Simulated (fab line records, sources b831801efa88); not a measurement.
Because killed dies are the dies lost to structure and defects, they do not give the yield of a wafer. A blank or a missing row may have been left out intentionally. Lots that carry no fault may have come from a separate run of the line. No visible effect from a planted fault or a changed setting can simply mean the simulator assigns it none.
Which tool did it? -- flow gf180mcu -- 13 lots with 39 wafers sampled at 3 steps, on a route of 602 steps

## WHAT THE GAUGES SHOWED, per wafer
GF_M1_CD_MEAS_14: target cd 230 nm. Usual: cd nm reads 230.4 nm (standard deviation 1.2).
lot,measured,on,cd nm (nm),flag
L582,day 17 17:12,cd sem-01,229.8 230.0 229.0,
L584,day 18 06:29,cd sem-02,228.5 228.3 229.0,
L586,day 18 18:58,cd sem-01,229.6 229.3 229.6,
L588,day 19 10:35,cd sem-01,232.5 232.7 231.9,
L590,day 20 08:00,cd sem-02,229.6 230.3 230.4,
L595,day 22 06:50,cd sem-02,229.4 228.6 228.1,
L596,day 22 13:07,cd sem-02,231.1 230.9 230.0,
L597,day 22 15:53,cd sem-02,230.7 231.1 232.0,
L598,day 22 22:02,cd sem-01,228.4 229.6 230.5,
L601,day 24 06:11,cd sem-02,231.7 232.1 232.5,
L602,day 24 08:01,cd sem-01,228.9 229.7 229.2,
L604,day 24 23:42,cd sem-01,230.3 230.6 231.1,
L605,day 25 06:46,cd sem-02,231.8 230.4 231.0,

## WHICH TOOL RAN EACH LOT (tool, then ch and the chambers of the sampled wafers, then the start)
lot,GF_MVSD_EXPOSE_04,GF_CONTACT_CMP_27
L582,"iline stepper-02 ch 0, day 4 13:06","cmp-02 ch 2,3, day 16 17:43"
L584,"iline stepper-02 ch 0, day 4 20:41","cmp-02 ch 1,2,3, day 17 06:17"
L586,"iline stepper-02 ch 0, day 5 06:19","cmp-01 ch 0,2, day 17 18:58"
L588,"iline stepper-02 ch 0, day 5 14:53","cmp-02 ch 0,1, day 18 09:49"
L590,"iline stepper-02 ch 0, day 6 04:15","cmp-02 ch 0,3, day 19 06:19"
L595,"iline stepper-02 ch 0, day 7 09:45","cmp-02 ch 0,1,2, day 21 06:59"
L596,"iline stepper-01 ch 0, day 7 14:58","cmp-01 ch 0,1,3, day 21 12:52"
L597,"iline stepper-02 ch 0, day 7 16:14","cmp-02 ch 0,1,3, day 21 16:26"
L598,"iline stepper-02 ch 0, day 7 20:40","cmp-01 ch 1,2,3, day 21 22:47"
L601,"iline stepper-02 ch 0, day 8 16:20","cmp-01 ch 1,2,3, day 23 06:55"
L602,"iline stepper-02 ch 0, day 8 22:53","cmp-01 ch 1,2,3, day 23 09:28"
L604,"iline stepper-02 ch 0, day 9 09:13","cmp-01 ch 0,1,3, day 24 01:23"
L605,"iline stepper-01 ch 0, day 9 15:10","cmp-01 ch 0,1, day 24 08:08"
- GF_MVSD_EXPOSE_04: exposes mask MVSD, target cd 1000 nm.
- GF_CONTACT_CMP_27: polishes, stops on SiO2, t overpolish 15 s, target thk 0 nm.

## AS READ BY THE TOOLS THEMSELVES (means over the sampled wafers that have a number; for cases with no such wafer, the mark the record gives instead)
GF_MVSD_EXPOSE_04. Usual: exposure dose mJ cm2 reads 260.01 (standard deviation 0.28).
lot,tool,exposure dose mJ cm2,flag
L582,iline stepper-02,259.81,
L584,iline stepper-02,259.91,
L586,iline stepper-02,259.88,
L588,iline stepper-02,260.04,
L590,iline stepper-02,260.27,
L595,iline stepper-02,259.72,
L596,iline stepper-01,260.33,
L597,iline stepper-02,259.62,
L598,iline stepper-02,260.30,
L601,iline stepper-02,259.92,
L602,iline stepper-02,260.53,
L604,iline stepper-02,259.97,
L605,iline stepper-01,260.11,

GF_CONTACT_CMP_27. Usual: motor current A 10.5 A, standard deviation 0.65; overpolish run s 15.000 s, standard deviation 0.0091; slurry flow ml min 150.0, standard deviation 0.52; time to endpoint s 72.2 s, standard deviation 2.5.
lot,tool,motor current A (A),overpolish run s (s),slurry flow ml min,time to endpoint s (s),flag
L582,cmp-02,10.8,15.001,150.0,70.9,
L584,cmp-02,10.9,14.997,150.0,74.9,
L586,cmp-01,10.3,15.004,150.5,72.1,
L588,cmp-02,11.0,14.992,150.7,72.1,
L590,cmp-02,11.4,14.999,150.5,69.8,
L595,cmp-02,10.6,15.001,150.2,73.2,
L596,cmp-01,10.3,14.996,150.3,72.5,
L597,cmp-02,10.9,15.004,149.7,78.0,
L598,cmp-01,10.4,14.996,150.0,70.8,
L601,cmp-01,10.3,15.015,150.5,70.6,
L602,cmp-01,10.5,15.003,150.0,74.0,
L604,cmp-01,10.5,15.002,149.8,74.3,
L605,cmp-01,10.9,15.000,149.7,71.3,

## THE ANSWER, worked out from the rows above alone
Rule: take the mean of a lot's wafers that have a number; if it is more than 3 standard deviations from the usual mean, the lot is off. Also off: a lot with no number at a reading for which 4 or more lots have one. Any other lot the step has rows for is counted as sound. After the gauges, taken in route order, come the tools' own readings; for these a lot's mean is taken, as printed above. At the first step where some lot is off, the reading lying furthest off is the one used; lots without a number count as furthest.
No lot is off on any of the readings shown, so nothing can be concluded from this.

## WHAT WAS PUT IN BY THE SIMULATOR
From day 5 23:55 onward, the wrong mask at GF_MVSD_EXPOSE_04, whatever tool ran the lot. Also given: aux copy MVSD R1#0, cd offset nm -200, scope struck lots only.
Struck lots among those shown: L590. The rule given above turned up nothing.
